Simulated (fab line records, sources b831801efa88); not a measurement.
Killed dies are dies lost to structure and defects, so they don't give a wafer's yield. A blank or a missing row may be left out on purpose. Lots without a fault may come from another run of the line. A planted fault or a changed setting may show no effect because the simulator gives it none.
fab line records | flow sky130 | part 2 of 2: steps 44 to 44 of 44
record lots=5 wafers=15 last_day=50
route steps=708 shown METAL2@497 VIA2@507 METAL3@532 CAPM@537 PAD_OPEN@708
lots that met no fault: from a run of the same line without faults
start_h: hours from the record's first day to the start of the lot's first wafer shown | wait_h: hours since the lot's step before | " the same as in the row above | L1.1+2: a row that stands for several wafers | - no value, or no start given | * or withheld: withheld | < > ~ a bound
route shown NAME@n: a module of which the file shows steps, and the number in the route of the first | usual: mean/standard deviation of fault-free wafers | same: alike in all rows | chamber/n: place in a boat | sites: the reading at each site | _std_site: their standard deviation | _edge_site: outer sites' mean less inner sites' | radius_mm: how far each site lies from the wafer's centre | mask NAME#n: copy n | behind: the tool/chamber that last shaped the wafer | hold: why the lot was held/for how many hours/how that ended | device: the transistor (n, p or np) that didn't switch | end of line: the same wafers' tests at the end of the route | a step without rows: its recipe alone | killed: dies lost to structure and defects at the first sort, not the wafer's yield | map: a wafer's dies, x killed, . not, _ none there
set.NAME: the setting as run; set.NAME@STEP: as run at that earlier step | model.NAME: the simulator's own value behind a step, which no gauge read
lots at some steps of the route; a table a step, a row a wafer
services: from which hour (start_h, from the record's first day; less than 0 if before it) a tool's chamber was out of use, for how many hours, and why
## steps
# step SKY_PAD_OPEN_PROBE_99
# usual defect_limited_yield=82.4/2 killed_at_M0_to_M3=44/6.8 killed_at_M4_up=3.4/2 killed_at_contacts=24/5.2 killed_at_front_end=15/5.2 killed_at_other=0.2/0.46 killed_dies=87/9.8 killed_on_rim=17/3.8 killed_open=47/7.5 killed_short=39/6.8 sort_bin_3_pad_short=0.8/0.37 sort_bin_5_function=10.5/1.5 sort_bin_6_memory=6.3/1.2 sort_n_pass=405/9.8 sort_yield_pct=82.4/2
# same gross_dies=492 killed_at_back_side=0 sort_bin_4_leakage[%]=0 sort_bin_8_speed[%]=0
# columns lot.wafer tool chamber start_h wait_h defect_limited_yield[%] killed_at_M0_to_M3 killed_at_M4_up killed_at_contacts killed_at_front_end killed_at_other killed_dies killed_on_rim killed_open killed_short sort_bin_3_pad_short[%] sort_bin_5_function[%] sort_bin_6_memory[%] sort_n_pass sort_yield_pct[%]
L818.1 prober-01 - 1087.90 0.1 80.5 41 12 28 15 0 96 20 37 59 0.8 12.0 6.7 396 80.5
L818.2 prober-01 - 1087.95 0.1 81.9 43 3 26 17 0 89 20 51 38 1.2 13.2 3.7 403 81.9
L818.6 prober-01 - 1088.15 0.2 80.9 45 3 23 23 0 94 18 54 40 0.8 11.6 6.7 398 80.9
L820.3 prober-01 - 1095.48 0.2 81.7 53 4 22 9 2 90 20 48 42 0.6 11.4 6.3 402 81.7
L820.4 prober-01 - 1095.53 0.2 83.3 35 3 33 11 0 82 14 51 31 0.6 9.3 6.7 410 83.3
L820.5 prober-01 - 1095.58 0.2 81.1 44 5 32 12 0 93 15 50 43 1.6 11.0 6.3 399 81.1
L826.4 prober-01 - 1129.83 0.2 84.8 38 2 26 9 0 75 11 41 34 2.0 10.0 3.3 417 84.8
L826.5 prober-01 - 1129.88 0.2 83.5 43 3 20 15 0 81 18 41 40 0.8 10.2 5.5 411 83.5
L826.6 prober-01 - 1129.93 0.2 80.3 44 6 19 28 0 97 21 59 38 1.0 10.0 8.7 395 80.3
L827.3 prober-02 - 1136.86 0.2 83.9 37 4 19 19 0 79 19 39 40 0.6 9.3 6.1 413 83.9
L827.5 prober-02 - 1136.96 0.2 83.7 37 1 22 20 0 80 16 47 33 0.6 9.8 5.9 412 83.7
L827.6 prober-02 - 1137.01 0.2 84.6 29 3 23 20 1 76 16 36 40 0.8 8.5 6.1 416 84.6
L838.1 prober-01 - 1191.23 0.1 82.3 50 2 18 17 0 87 18 36 51 0.6 12.4 4.7 405 82.3
L838.4 prober-01 - 1191.38 0.2 84.3 39 7 21 10 0 77 18 38 39 0 10.0 5.7 415 84.3
L838.6 prober-01 - 1191.48 0.2 82.9 38 3 29 14 0 84 14 50 34 0.4 11.2 5.5 408 82.9
# killed by level:class
L818.1 LI_CONTACT:geometric_particle:open=8 FIELD_ISO:geometric_particle:short=7 METAL2:geometric_particle:short=7 METAL1:geometric_particle:short=7 METAL4:geometric_particle:short=7 CONTACT:geometric_particle:open=6 CONTACT:geometric_particle:short=5 VIA1:geometric_particle:open=5
L818.2 CONTACT:geometric_particle:open=12 VIA1:geometric_particle:open=12 FIELD_ISO:geometric_particle:short=6 LI_CONTACT:geometric_particle:open=6 POLY_GATE:geometric_particle:open=5 CONTACT:geometric_particle:short=5 VIA1:geometric_particle:short=5 METAL2:geometric_particle:short=5
L818.6 VIA1:geometric_particle:open=12 CONTACT:geometric_particle:open=10 FIELD_ISO:geometric_particle:open=8 METAL2:geometric_particle:short=6 METAL3:geometric_particle:short=6 FIELD_ISO:geometric_particle:short=5 LOCAL_INTERCONNECT:geometric_particle:short=5 POLY_GATE:geometric_particle:open=4
L820.3 VIA2:geometric_particle:open=12 VIA1:geometric_particle:open=10 CONTACT:geometric_particle:open=8 METAL2:geometric_particle:short=7 LI_CONTACT:geometric_particle:open=6 VIA1:geometric_particle:short=6 VIA3:geometric_particle:open=5 METAL3:geometric_particle:short=5
L820.4 CONTACT:geometric_particle:open=13 VIA1:geometric_particle:open=10 CONTACT:geometric_particle:short=8 METAL2:geometric_particle:short=6 LI_CONTACT:geometric_particle:open=6 FIELD_ISO:geometric_particle:open=4 FIELD_ISO:geometric_particle:short=4 VIA2:geometric_particle:open=4
L820.5 CONTACT:geometric_particle:open=13 LI_CONTACT:geometric_particle:open=10 VIA1:geometric_particle:open=8 METAL2:geometric_particle:short=7 VIA2:geometric_particle:open=6 CONTACT:geometric_particle:short=5 METAL1:geometric_particle:short=5 FIELD_ISO:geometric_particle:short=4
L826.4 CONTACT:geometric_particle:open=10 VIA1:geometric_particle:open=8 VIA3:geometric_particle:open=6 LI_CONTACT:geometric_particle:short=5 METAL1:geometric_particle:short=4 METAL2:geometric_particle:short=4 VIA2:geometric_particle:open=4 CONTACT:geometric_particle:short=3
L826.5 VIA1:geometric_particle:open=7 CONTACT:geometric_particle:open=7 VIA3:geometric_particle:open=7 VIA2:geometric_particle:open=6 VIA2:geometric_particle:short=6 POLY_GATE:geometric_particle:short=4 LI_CONTACT:geometric_particle:short=4 LOCAL_INTERCONNECT:geometric_particle:short=4
L826.6 CONTACT:geometric_particle:open=10 VIA1:geometric_particle:open=9 VIA2:geometric_particle:open=9 POLY_GATE:geometric_particle:open=8 VIA3:geometric_particle:open=8 FIELD_ISO:geometric_particle:open=7 FIELD_ISO:geometric_particle:short=5 METAL4:geometric_particle:short=5
L827.3 VIA1:geometric_particle:open=10 FIELD_ISO:geometric_particle:open=6 LI_CONTACT:geometric_particle:open=5 CONTACT:geometric_particle:open=5 METAL2:geometric_particle:short=5 VIA3:geometric_particle:open=5 LOCAL_INTERCONNECT:geometric_particle:short=4 FIELD_ISO:geometric_particle:short=3
L827.5 VIA1:geometric_particle:open=13 CONTACT:geometric_particle:open=10 FIELD_ISO:geometric_particle:short=6 FIELD_ISO:geometric_particle:open=5 LI_CONTACT:geometric_particle:open=5 VIA1:geometric_particle:short=5 LOCAL_INTERCONNECT:geometric_particle:short=4 METAL1:geometric_particle:short=4
L827.6 VIA3:geometric_particle:open=7 CONTACT:geometric_particle:open=7 POLY_GATE:geometric_particle:open=6 POLY_GATE:geometric_particle:short=5 LI_CONTACT:geometric_particle:short=5 VIA1:geometric_particle:short=5 VIA1:geometric_particle:open=5 LI_CONTACT:geometric_particle:open=4
L838.1 VIA1:geometric_particle:open=12 METAL2:geometric_particle:short=9 LOCAL_INTERCONNECT:geometric_particle:short=6 CONTACT:geometric_particle:short=6 METAL1:geometric_particle:short=6 POLY_GATE:geometric_particle:short=5 VIA1:geometric_particle:short=5 FIELD_ISO:geometric_particle:open=4
L838.4 VIA1:geometric_particle:open=11 VIA3:geometric_particle:open=7 CONTACT:geometric_particle:short=5 CONTACT:geometric_particle:open=5 VIA1:geometric_particle:short=5 METAL2:geometric_particle:short=5 METAL4:geometric_particle:short=4 POLY_GATE:geometric_particle:short=3
L838.6 VIA1:geometric_particle:open=11 VIA2:geometric_particle:open=8 VIA1:geometric_particle:short=6 LI_CONTACT:geometric_particle:open=6 CONTACT:geometric_particle:short=6 CONTACT:geometric_particle:open=6 VIA3:geometric_particle:open=6 LI_CONTACT:geometric_particle:short=5
## services
# columns tool chamber start_h hours kind
cmp-01 - 814.57 5.7 pm
rie_diel-02 2 819.06 6.7 repair
pvd_sputter-01 - 822.77 1.2 repair
rie_metal-04 - 836.74 0.5 repair
rie_diel-02 3 841.17 7.1 repair
cmp-02 - 841.29 1.9 repair
cmp-02 - 855.28 5.1 pm
rie_metal-02 1 857.43 2.4 repair
rie_metal-02 0 862.28 19.8 repair
pvd_sputter-02 - 871.06 7.5 repair
cmp-02 - 885.91 0.3 repair
rie_metal-02 1 901.18 13.8 repair
cmp-01 - 911.56 3.7 repair
cmp-02 - 912.10 0.3 repair
cmp-01 - 915.25 4.0 pm
cmp-02 - 929.83 0.4 repair
pvd_sputter-02 - 934.72 4.6 repair
pvd_sputter-03 - 938.87 11.2 repair
rie_metal-01 - 944.82 4.3 pm
rie_diel-03 3 952.39 1.4 repair
rie_metal-01 - 970.23 0.5 repair
pvd_sputter-03 - 988.03 3.4 repair
rie_metal-02 - 1010.25 14.6 pm
cmp-01 - 1039.91 1.2 repair
